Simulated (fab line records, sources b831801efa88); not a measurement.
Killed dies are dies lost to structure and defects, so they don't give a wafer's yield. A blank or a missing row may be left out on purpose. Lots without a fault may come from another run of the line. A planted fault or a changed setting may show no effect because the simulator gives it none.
Which tool did it? | flow sky130 | 6 lots, 18 wafers sampled, at 4 steps of a route of 708

WHAT THE GAUGES READ, wafer by wafer
SKY_GATE_OXIDE_TW_MEAS_14.
lot  | measured     | on            | GATE_OXIDE_TW
L682 | day 14 21:43 | film_metro-02 | 222.0 223.3 221.0
L689 | day 17 15:13 | film_metro-02 | 257.7 256.7 257.8
L692 | day 18 11:07 | film_metro-03 | 226.6 226.2 226.0
L698 | day 20 14:06 | film_metro-03 | 225.9 225.9 227.0
L700 | day 21 07:58 | film_metro-02 | 223.0 222.6 223.4
L702 | day 21 23:14 | film_metro-01 | 223.1 222.6 222.5

WHICH TOOL RAN EACH LOT (tool, then ch and the chambers of the sampled wafers, then the start)
lot  | SKY_VT_ADJUST_NCORE_STRIP_10         | SKY_GATE_OXIDE_IMPLANT_11       | SKY_GATE_OXIDE_STRIP_13
L682 | plasma_asher-01 ch 1, day 9 12:37    | implanter-03 ch 0, day 14 21:22 | plasma_asher-01 ch 0,1, day 14 21:37
L689 | plasma_asher-02 ch 0,1, day 11 12:34 | implanter-03 ch 0, day 17 14:51 | plasma_asher-02 ch 0,1, day 17 15:07
L692 | plasma_asher-02 ch 0,1, day 12 09:25 | implanter-04 ch 0, day 18 10:45 | plasma_asher-04 ch 0,1, day 18 11:01
L698 | plasma_asher-02 ch 0,1, day 14 01:37 | implanter-02 ch 0, day 20 13:44 | plasma_asher-01 ch 0,1, day 20 14:00
L700 | plasma_asher-04 ch 1, day 14 17:23   | implanter-04 ch 0, day 21 07:37 | plasma_asher-02 ch 0, day 21 07:51
L702 | plasma_asher-04 ch 0,1, day 15 07:48 | implanter-04 ch 0, day 21 22:55 | plasma_asher-04 ch 0,1, day 21 23:08
- SKY_VT_ADJUST_NCORE_STRIP_10: strips in O2/N2.
- SKY_GATE_OXIDE_IMPLANT_11
- SKY_GATE_OXIDE_STRIP_13: strips in O2/N2.

THE ANSWER, worked out from the rows above alone
Rule: what is usual is taken from the lots themselves. Put in order of their means at a reading, lots are off if they are a third of the lots or fewer, leave a main group of 4 or more, and stand apart from it by a gap of 3 or more times the standard deviation of the main group's means; of several such gaps the widest counts. A main group whose means are all the same, to the digits that the tables above print for the reading, isn't used. A lot without any number at a reading at which 4 lots or more have one is off too. The other lots that the step has rows for count as sound.
Off: L689, at SKY_GATE_OXIDE_TW_MEAS_14 (GATE_OXIDE_TW). The main group: mean 224.1, standard deviation 1.8.
A tool fits if, at a process step before that reading, it ran every lot that is off, and no sound lot after the first of them. The gauges at SKY_GATE_OXIDE_TW_MEAS_14 are tried like those tools. One fits: implanter-03 at SKY_GATE_OXIDE_IMPLANT_11. Its last sound lot is L682 (day 14 21:22), its first lot that is off L689 (day 17 14:51): a fault that began between those two fits.

WHAT THE SIMULATOR HAD PUT IN
Process parameter drift: implanter-03, from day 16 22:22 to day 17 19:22, at SKY_GATE_OXIDE_IMPLANT_11. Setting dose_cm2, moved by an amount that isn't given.
Lots struck among those shown: L689. The rule above found the same.
